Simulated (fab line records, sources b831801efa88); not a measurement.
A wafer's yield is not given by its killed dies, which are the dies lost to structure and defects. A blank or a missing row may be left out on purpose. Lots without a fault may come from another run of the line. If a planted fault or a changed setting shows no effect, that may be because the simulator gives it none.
Lot-split experiment || flow sfq_line || 27 wafers read from 5 lots, route of 325 steps

THE SPLIT ITSELF
At SFQ_TRILAYER_M5_BARC_OPEN_METAL_ETCH_161 (etches BARC in O2, target depth 125 nm, time 41.7 s), the setting time_s was moved away from the recipe's 41.7 s on 6 of the 27 wafers read, by -25.5% to +35.3%. The other wafers ran this setting at the recipe's value.

There is no step in the file separating the split from the reading.

THE READING
KrF_of_TRILAYER_M5_LITHO_COAT_123.thk_nm (the simulator's own value, which no gauge read), in nm, at SFQ_TRILAYER_M5_ETCH_METAL_ETCH_126 (etches Nb in Cl2/BCl3, stops on SiO2, time 203.2 s, target depth 265 nm). The file gives no usual value for it. The 21 wafers here that ran the recipe average 371.4 nm, standard deviation 2.7 nm.

{"wafer": "L074.1", "tool, chamber at the split": "rie_metal-03, 0", "time_s as run, s": 41.7, "against the recipe": "recipe", "KrF_of_TRILAYER_M5_LITHO_COAT_123.thk_nm, nm": 374.7, "against lot-mates on the recipe": "-"}
{"wafer": "L074.2", "tool, chamber at the split": "rie_metal-03, 1", "time_s as run, s": 41.7, "against the recipe": "recipe", "KrF_of_TRILAYER_M5_LITHO_COAT_123.thk_nm, nm": 368.1, "against lot-mates on the recipe": "-"}
{"wafer": "L074.3", "tool, chamber at the split": "rie_metal-03, 1", "time_s as run, s": 41.7, "against the recipe": "recipe", "KrF_of_TRILAYER_M5_LITHO_COAT_123.thk_nm, nm": 369.3, "against lot-mates on the recipe": "-"}
{"wafer": "L074.5", "tool, chamber at the split": "rie_metal-03, 1", "time_s as run, s": 41.7, "against the recipe": "recipe", "KrF_of_TRILAYER_M5_LITHO_COAT_123.thk_nm, nm": 369.3, "against lot-mates on the recipe": "-"}
{"wafer": "L074.4", "tool, chamber at the split": "rie_metal-03, 0", "time_s as run, s": 41.7, "against the recipe": "recipe", "KrF_of_TRILAYER_M5_LITHO_COAT_123.thk_nm, nm": 374.8, "against lot-mates on the recipe": "-"}
{"wafer": "L074.6", "tool, chamber at the split": "rie_metal-03, 0", "time_s as run, s": 41.7, "against the recipe": "recipe", "KrF_of_TRILAYER_M5_LITHO_COAT_123.thk_nm, nm": 374.9, "against lot-mates on the recipe": "-"}
{"wafer": "L078.1", "tool, chamber at the split": "rie_metal-03, 0", "time_s as run, s": 56.43, "against the recipe": "+35.3%", "KrF_of_TRILAYER_M5_LITHO_COAT_123.thk_nm, nm": 359.4, "against lot-mates on the recipe": -14.0}
{"wafer": "L078.2", "tool, chamber at the split": "rie_metal-03, 1", "time_s as run, s": 41.7, "against the recipe": "recipe", "KrF_of_TRILAYER_M5_LITHO_COAT_123.thk_nm, nm": 370.6, "against lot-mates on the recipe": "-"}
{"wafer": "L078.3", "tool, chamber at the split": "rie_metal-03, 0", "time_s as run, s": 41.7, "against the recipe": "recipe", "KrF_of_TRILAYER_M5_LITHO_COAT_123.thk_nm, nm": 375.7, "against lot-mates on the recipe": "-"}
{"wafer": "L078.4", "tool, chamber at the split": "rie_metal-03, 1", "time_s as run, s": 56.43, "against the recipe": "+35.3%", "KrF_of_TRILAYER_M5_LITHO_COAT_123.thk_nm, nm": 355.3, "against lot-mates on the recipe": -18.1}
{"wafer": "L078.5", "tool, chamber at the split": "rie_metal-03, 0", "time_s as run, s": 41.7, "against the recipe": "recipe", "KrF_of_TRILAYER_M5_LITHO_COAT_123.thk_nm, nm": 374, "against lot-mates on the recipe": "-"}
{"wafer": "L078.6", "tool, chamber at the split": "rie_metal-03, 1", "time_s as run, s": 56.43, "against the recipe": "+35.3%", "KrF_of_TRILAYER_M5_LITHO_COAT_123.thk_nm, nm": 351.6, "against lot-mates on the recipe": -21.8}
{"wafer": "L079.1", "tool, chamber at the split": "rie_metal-01, 0", "time_s as run, s": 41.7, "against the recipe": "recipe", "KrF_of_TRILAYER_M5_LITHO_COAT_123.thk_nm, nm": 367, "against lot-mates on the recipe": "-"}
{"wafer": "L079.2", "tool, chamber at the split": "rie_metal-01, 1", "time_s as run, s": 31.07, "against the recipe": "-25.5%", "KrF_of_TRILAYER_M5_LITHO_COAT_123.thk_nm, nm": 384.4, "against lot-mates on the recipe": "+16.5"}
{"wafer": "L079.3", "tool, chamber at the split": "rie_metal-01, 0", "time_s as run, s": 41.7, "against the recipe": "recipe", "KrF_of_TRILAYER_M5_LITHO_COAT_123.thk_nm, nm": 367.6, "against lot-mates on the recipe": "-"}
{"wafer": "L079.4", "tool, chamber at the split": "rie_metal-01, 1", "time_s as run, s": 31.07, "against the recipe": "-25.5%", "KrF_of_TRILAYER_M5_LITHO_COAT_123.thk_nm, nm": 386, "against lot-mates on the recipe": "+18.1"}
{"wafer": "L079.5", "tool, chamber at the split": "rie_metal-01, 0", "time_s as run, s": 41.7, "against the recipe": "recipe", "KrF_of_TRILAYER_M5_LITHO_COAT_123.thk_nm, nm": 369, "against lot-mates on the recipe": "-"}
{"wafer": "L079.6", "tool, chamber at the split": "rie_metal-01, 1", "time_s as run, s": 31.07, "against the recipe": "-25.5%", "KrF_of_TRILAYER_M5_LITHO_COAT_123.thk_nm, nm": 387, "against lot-mates on the recipe": "+19.1"}
{"wafer": "L082.2", "tool, chamber at the split": "rie_metal-01, 1", "time_s as run, s": 41.7, "against the recipe": "recipe", "KrF_of_TRILAYER_M5_LITHO_COAT_123.thk_nm, nm": 372.1, "against lot-mates on the recipe": "-"}
{"wafer": "L082.3", "tool, chamber at the split": "rie_metal-01, 1", "time_s as run, s": 41.7, "against the recipe": "recipe", "KrF_of_TRILAYER_M5_LITHO_COAT_123.thk_nm, nm": 370.4, "against lot-mates on the recipe": "-"}
{"wafer": "L082.5", "tool, chamber at the split": "rie_metal-01, 1", "time_s as run, s": 41.7, "against the recipe": "recipe", "KrF_of_TRILAYER_M5_LITHO_COAT_123.thk_nm, nm": 370.9, "against lot-mates on the recipe": "-"}
{"wafer": "L085.1", "tool, chamber at the split": "rie_metal-03, 1", "time_s as run, s": 41.7, "against the recipe": "recipe", "KrF_of_TRILAYER_M5_LITHO_COAT_123.thk_nm, nm": 369.6, "against lot-mates on the recipe": "-"}
{"wafer": "L085.2", "tool, chamber at the split": "rie_metal-03, 0", "time_s as run, s": 41.7, "against the recipe": "recipe", "KrF_of_TRILAYER_M5_LITHO_COAT_123.thk_nm, nm": 373.7, "against lot-mates on the recipe": "-"}
{"wafer": "L085.3", "tool, chamber at the split": "rie_metal-03, 0", "time_s as run, s": 41.7, "against the recipe": "recipe", "KrF_of_TRILAYER_M5_LITHO_COAT_123.thk_nm, nm": 374.2, "against lot-mates on the recipe": "-"}
{"wafer": "L085.5", "tool, chamber at the split": "rie_metal-03, 0", "time_s as run, s": 41.7, "against the recipe": "recipe", "KrF_of_TRILAYER_M5_LITHO_COAT_123.thk_nm, nm": 374.2, "against lot-mates on the recipe": "-"}
{"wafer": "L085.4", "tool, chamber at the split": "rie_metal-03, 1", "time_s as run, s": 41.7, "against the recipe": "recipe", "KrF_of_TRILAYER_M5_LITHO_COAT_123.thk_nm, nm": 368.9, "against lot-mates on the recipe": "-"}
{"wafer": "L085.6", "tool, chamber at the split": "rie_metal-03, 1", "time_s as run, s": 41.7, "against the recipe": "recipe", "KrF_of_TRILAYER_M5_LITHO_COAT_123.thk_nm, nm": 371, "against lot-mates on the recipe": "-"}

THE FIT
A straight line over all 27 wafers: KrF_of_TRILAYER_M5_LITHO_COAT_123.thk_nm changes by -0.493 nm for each +1% of time_s; r = -0.93; the points scatter about the line by 2.8 nm.
The same after taking each lot's own level away (the mean of its wafers on the recipe; 27 wafers): -0.579 nm for each +1%; r = -0.96; scatter 2.6 nm.
Per that fit: largest time_s move, reading shift of 20 nm.
Measured against the standard deviation above, the lots' own levels, which go from 367.87 to 373.43 nm, span 2.1 times it.
In other words, the slope is changed by the lot-to-lot level; the two fits disagree.
Check: -21.7 nm against its lot-mates is what the line predicts for one of the wafers moved furthest among these (+35.3%) when that wafer is left out of the fit. Against them it came out at -14 nm.
Tool readings at the split's step, against how far the setting was moved: oes_product_au r = -0.81.

FURTHER SPLITS ON THESE WAFERS
These wafers also went through other splits before the reading. Each is held against what the fit with the lots' levels taken away leaves over:
{"other split on the same wafers": "SFQ_TRILAYER_M3_DEP_SPUTTER_073 time_s", "wafers away from the commonest value": 9, "r with KrF_of_TRILAYER_M5_LITHO_COAT_123.thk_nm (lot level and that fit taken away)": -0.08}
{"other split on the same wafers": "SFQ_TRILAYER_I3_VIA_BARC_OPEN_VIA_ETCH_121 time_s", "wafers away from the commonest value": 9, "r with KrF_of_TRILAYER_M5_LITHO_COAT_123.thk_nm (lot level and that fit taken away)": "+0.11"}
{"other split on the same wafers": "SFQ_TRILAYER_I4_DEP_PECVD_099 time_s", "wafers away from the commonest value": 9, "r with KrF_of_TRILAYER_M5_LITHO_COAT_123.thk_nm (lot level and that fit taken away)": "+0.05"}

THE WHOLE CHAIN: every reading that the file lists as answering this split, in the file's order
{"step": "SFQ_TRILAYER_M5_BARC_OPEN_METAL_ETCH_161", "what it does": "etches BARC in O2, target depth 125 nm, time 41.7 s", "reading": "oes_product_au", "change (the file's fit)": "not straight: 0.792 at the lowest setting, 0.685 at the recipe, 0.657 at the highest", "r (the file's)": "not given"}
{"step": "SFQ_TRILAYER_M5_BARC_OPEN_METAL_ETCH_161", "what it does": "etches BARC in O2, target depth 125 nm, time 41.7 s", "reading": "KrF_of_TRILAYER_M5_LITHO_COAT_123.thk_nm (the simulator's own value, which no gauge read)", "change (the file's fit)": "-0.518 nm for each +1% of the setting", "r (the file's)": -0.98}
{"step": "SFQ_TRILAYER_M5_ETCH_METAL_ETCH_126", "what it does": "etches Nb in Cl2/BCl3, stops on SiO2, time 203.2 s, target depth 265 nm", "reading": "KrF_of_TRILAYER_M5_LITHO_COAT_123.thk_nm (the simulator's own value, which no gauge read)", "change (the file's fit)": "-0.576 nm for each +1% of the setting", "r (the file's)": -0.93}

FILE'S OWN FIT
KrF_of_TRILAYER_M5_LITHO_COAT_123.thk_nm changes by -0.576 nm for each +1% of time_s, r = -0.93.
